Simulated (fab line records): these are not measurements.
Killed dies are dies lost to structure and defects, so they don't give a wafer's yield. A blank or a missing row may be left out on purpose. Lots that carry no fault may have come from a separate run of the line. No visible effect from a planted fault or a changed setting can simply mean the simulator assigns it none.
Chamber matching	flow sfqLine	3 sister chambers for SFQ_TRILAYER_I1_DEP_PECVD_045 on pecvd-04
The step deposits SiO2 from SiH4/N2O, time 111.11 s, target thk 500 nm. 14 wafers are shown with their chamber, then 6 later ones without.

## WAFERS, EACH WITH ITS CHAMBER
wafer	chamber	throttleValvePct (%)	susceptorTempC (C)	heaterPowerW (W)
L227.1	1	25.4	150.33	83
L227.3	2	25.6	150.09	91
L227.5	0	24.3	150.44	88
L229.4	0	24.0	150.02	82
L229.5	1	25.7	150.03	71
L229.6	2	25.7	149.85	91
L231.3	0	24.2	150.17	101
L231.4	0	24.3	150.16	86
L231.6	1	25.6	150.25	86
L236.1	0	24.2	150.27	91
L236.4	0	24.0	149.87	94
L236.5	1	25.3	150.10	84
L240.5	2	25.7	149.93	78
L240.6	1	25.2	150.10	76

SIGNATURES, as means of the wafers listed above
reading	chamber 0	chamber 1	chamber 2	scatter within a chamber
throttleValvePct	24.167	25.440	25.667	0.157
susceptorTempC	150.1550	150.1620	149.9567	0.161
heaterPowerW	90.33	80.00	86.67	6.69
Rule: a wafer's distance from a chamber is the root of the sum, over the readings, of the square of ((its reading less the chamber's mean) divided by the reading's scatter). If the next closest chamber is less than 2 further off than the closest, the wafer can't be placed; otherwise it belongs to the closest. The scatter: the root of (the sum of the squares of (reading less its chamber's mean) over the shown wafers, divided by (wafers less chambers)).

## WAFERS MISSING THEIR CHAMBER
wafer	throttleValvePct (%)	susceptorTempC (C)	heaterPowerW (W)
L246.1	24.3	150.05	97
L246.2	25.7	149.86	85
L246.3	25.8	150.20	92
L247.2	25.3	149.99	86
L247.4	24.4	150.31	92
L247.5	25.5	149.98	69

## EACH ONE'S CHAMBER
wafer	from the rows above	in truth
L246.1	0	0
L246.2	can't be placed: 2 or 1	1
L246.3	can't be placed: 2 or 1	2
L247.2	can't be placed: 1 or 2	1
L247.4	0	0
L247.5	can't be placed: 1 or 2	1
Placed correctly: 2 of 6. These rows do not allow placing 4 (true chamber among the candidates in 4). Placed wrongly: 0.
